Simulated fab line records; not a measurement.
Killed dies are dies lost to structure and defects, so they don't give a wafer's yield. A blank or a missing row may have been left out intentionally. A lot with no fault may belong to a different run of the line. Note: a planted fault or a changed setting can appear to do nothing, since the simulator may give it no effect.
A struck lot beside a sound one    flow sky130    22 steps out of a route of 708
Sound: wafers L227.4, L227.5, L227.6. Wafers struck: L235.1, L235.4, L235.5. Last of all comes the cause.
Each step with rows lists, per side, the tool, then ch with its chambers, then its first start. Under that, the readings that differ: sound wafers    struck wafers    difference of the means    sigmas: that difference in standard deviations of wafers without a fault.
alike: readings with means less than 2 such deviations apart, plus words and numbers identical on both sides. not compared: withheld readings, readings lacking a value on some wafer, bounds such as >300 that could conceal the same value, and numbers that have no deviation in the record and whose values overlap.
Wherever a step has rows on one side only, a row that says differs or no value, or a row with sigmas, the two part there. When numbers do not overlap yet have no deviation, they are printed without sigmas and do not part them. A reading that every wafer of one side lacks parts them only if that side has two wafers or more.

SKY_POLY_GATE_THK_MEAS_21:
  sound on film_metro-01, day 16 14:13; struck on film_metro-04, day 19 19:20
  alike: POLY_GATE_OXIDATION_THK
SKY_POLY_GATE_CD_MEAS_22:
  sound on cd_sem-01, day 16 14:20; struck on cd_sem-01, day 19 19:23
  alike: cd_nm
then, 7 steps without rows for these wafers: SKY_LDD_N_DEHYDRATE_00 (time 60 s); SKY_LDD_N_HMDS_01 (prime time 60 s); SKY_LDD_N_COAT_02 (resist thk 300 nm); SKY_LDD_N_SOFTBAKE_03 (time 60 s); SKY_LDD_N_EXPOSE_04 (exposes mask NTM, target cd 840 nm); SKY_LDD_N_PEB_05; SKY_LDD_N_DEVELOP_06 (develop time 60 s).
SKY_LDD_N_OVL_MEAS_07:
  sound on overlay-01, day 17 18:29; struck on overlay-02, day 21 01:33
  alike: LDD_N_OVL
then, 2 steps without rows for these wafers: SKY_LDD_N_IMPLANT_08; SKY_LDD_N_IMPLANT_09.
SKY_LDD_N_IMPLANT_10:
  sound on implanter-04 ch 0, day 17 18:53; struck on implanter-02 ch 0, day 21 01:53
reading                    sound              struck             difference  sigmas
implant_ion_amu            75 75 75           49 49 49           -26         
model.implant.drp_nm (nm)  7.212 7.212 7.212  9.752 9.752 9.752  +2.540      
model.implant.rp_nm (nm)   15.85 15.85 15.85  17.01 17.01 17.01  +1.16       
then, 5 steps without rows for these wafers: SKY_LDD_N_IMPLANT_11; SKY_LDD_N_IMPLANT_12; SKY_LDD_N_IMPLANT_13; SKY_LDD_N_IMPLANT_14; SKY_LDD_N_IMPLANT_15.
SKY_LDD_N_STRIP_16: strips in O2/N2.
  sound on plasma_asher-03 ch 0,1, day 17 19:44; struck on plasma_asher-04 ch 0,1, day 21 02:47
reading                       sound              struck             difference  sigmas
strip_time_to_endpoint_s (s)  4.355 4.342 4.329  4.283 4.286 4.267  -0.063      -5
  alike: drypump_motor_current_A, oes_product_au
  not compared: rf_hours_counter_h
SKY_LDD_N_TW_MEAS_17:
  sound on film_metro-01, day 17 19:50; struck on film_metro-04, day 21 02:53
reading   sound           struck          difference  sigmas
LDD_N_TW  2607 2609 2610  2483 2499 2488  -119        -8
then, 1 step without rows for these wafers: SKY_LDD_P_DEHYDRATE_00 (time 60 s).
-- a jump in the record: the struck wafers' starts before and after are 27 days apart (it breaks off in module LDD_P and resumes in module PAD_OPEN, where the first step shown is number 708 of the route) --
SKY_PAD_OPEN_PROBE_99:
  sound on prober-02, day 45 21:35; struck on prober-01, day 48 03:38
reading             sound     struck     difference  sigmas
killed_at_M4_up     2 0 3     6 9 5      +5          +3
killed_at_contacts  17 21 22  35 30 33   +13         +2
killed_dies         70 81 73  92 82 107  +19         +2
  alike: killed_at_M0_to_M3, killed_at_front_end, killed_at_other, killed_open, killed_short

== WHERE THEY PART ==
Last at SKY_PAD_OPEN_PROBE_99 as far as this record goes, first at SKY_LDD_N_STRIP_16.

WHY: whatever the simulator had introduced
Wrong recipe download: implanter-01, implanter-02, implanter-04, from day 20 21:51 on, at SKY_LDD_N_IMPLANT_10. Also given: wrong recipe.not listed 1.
